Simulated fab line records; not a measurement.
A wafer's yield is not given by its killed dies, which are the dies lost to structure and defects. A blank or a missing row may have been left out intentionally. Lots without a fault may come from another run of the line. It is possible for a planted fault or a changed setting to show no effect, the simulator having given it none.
Which of the tools did it? || flow gf180mcu || 11 lots, 33 wafers sampled, at 2 steps of a route of 602

## WHAT THE GAUGES READ, wafer by wafer
GF_VT_IMPLANT_RS_MEAS_47: a four-point-probe measurement.
{"lot": "L897", "measured": "day 7 11:12", "on": "film_metro-03", "NWELL_RS (ohm/sq)": "486.7 487.3 485.8"}
{"lot": "L900", "measured": "day 8 02:57", "on": "film_metro-04", "NWELL_RS (ohm/sq)": "488.1 486.7 487.1"}
{"lot": "L907", "measured": "day 10 01:52", "on": "film_metro-03", "NWELL_RS (ohm/sq)": "451.9 452.3 452.5"}
{"lot": "L908", "measured": "day 10 08:49", "on": "film_metro-01", "NWELL_RS (ohm/sq)": "452.9 453.3 453.4"}
{"lot": "L909", "measured": "day 10 17:16", "on": "film_metro-04", "NWELL_RS (ohm/sq)": "487.9 488.1 487.4"}
{"lot": "L910", "measured": "day 10 23:57", "on": "film_metro-04", "NWELL_RS (ohm/sq)": "485.9 487.1 487.1"}
{"lot": "L911", "measured": "day 11 05:31", "on": "film_metro-01", "NWELL_RS (ohm/sq)": "487.4 486.6 488.0"}
{"lot": "L912", "measured": "day 11 11:26", "on": "film_metro-04", "NWELL_RS (ohm/sq)": "487.4 486.9 486.2"}
{"lot": "L915", "measured": "day 12 15:15", "on": "film_metro-04", "NWELL_RS (ohm/sq)": "487.2 487.4 488.0"}
{"lot": "L917", "measured": "day 13 09:46", "on": "film_metro-03", "NWELL_RS (ohm/sq)": "487.2 486.8 485.7"}
{"lot": "L919", "measured": "day 13 22:25", "on": "film_metro-04", "NWELL_RS (ohm/sq)": "485.0 485.6 486.5"}

## WHICH TOOL RAN EACH LOT (tool, then ch and the chambers of the sampled wafers, then the start)
{"lot": "L897", "GF_NWELL_IMPLANT_09": "implanter-03 ch 0, day 3 08:19"}
{"lot": "L900", "GF_NWELL_IMPLANT_09": "implanter-03 ch 0, day 3 23:43"}
{"lot": "L907", "GF_NWELL_IMPLANT_09": "implanter-03 ch 0, day 5 13:14"}
{"lot": "L908", "GF_NWELL_IMPLANT_09": "implanter-03 ch 0, day 5 18:25"}
{"lot": "L909", "GF_NWELL_IMPLANT_09": "implanter-04 ch 0, day 6 01:01"}
{"lot": "L910", "GF_NWELL_IMPLANT_09": "implanter-04 ch 0, day 6 05:58"}
{"lot": "L911", "GF_NWELL_IMPLANT_09": "implanter-01 ch 0, day 6 10:50"}
{"lot": "L912", "GF_NWELL_IMPLANT_09": "implanter-01 ch 0, day 6 15:34"}
{"lot": "L915", "GF_NWELL_IMPLANT_09": "implanter-01 ch 0, day 7 12:22"}
{"lot": "L917", "GF_NWELL_IMPLANT_09": "implanter-01 ch 0, day 8 03:37"}
{"lot": "L919", "GF_NWELL_IMPLANT_09": "implanter-04 ch 0, day 8 14:53"}
- GF_NWELL_IMPLANT_09

## THE ANSWER, worked out from the rows above alone
Rule: what is usual is taken from the lots themselves. The widest of any qualifying gaps counts: lots, ordered by their means at a reading, are off when they make up no more than a third of the lots, leave a main group of 4 or more, and stand apart from it by 3 or more times the standard deviation of that group's means. A main group is skipped when, at the precision printed for the reading in the tables above, its means are all equal. Also off: a lot with no number at a reading for which 4 or more lots have one. Where the step has rows for the other lots, those lots are counted as sound.
Off: L907, L908, at GF_VT_IMPLANT_RS_MEAS_47 (NWELL_RS). Mean 486.9 ohm/sq and standard deviation 0.6 in the main group.
If a tool, at a process step before that reading, ran all the lots that are off and no sound lot after the first of them, it fits. Gauges at GF_VT_IMPLANT_RS_MEAS_47: tried the same way as those tools. One fits: GF_NWELL_IMPLANT_09 on implanter-03. Its last sound lot is L900 (day 3 23:43), its first lot that is off L907 (day 5 13:14): a fault that began between those two fits.

## WHAT WAS PUT IN BY THE SIMULATOR
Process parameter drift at GF_NWELL_IMPLANT_09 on implanter-03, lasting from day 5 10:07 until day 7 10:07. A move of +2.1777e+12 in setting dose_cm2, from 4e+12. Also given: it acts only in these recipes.
Shown lots that were struck: L907, L908. Same finding as the rule above.
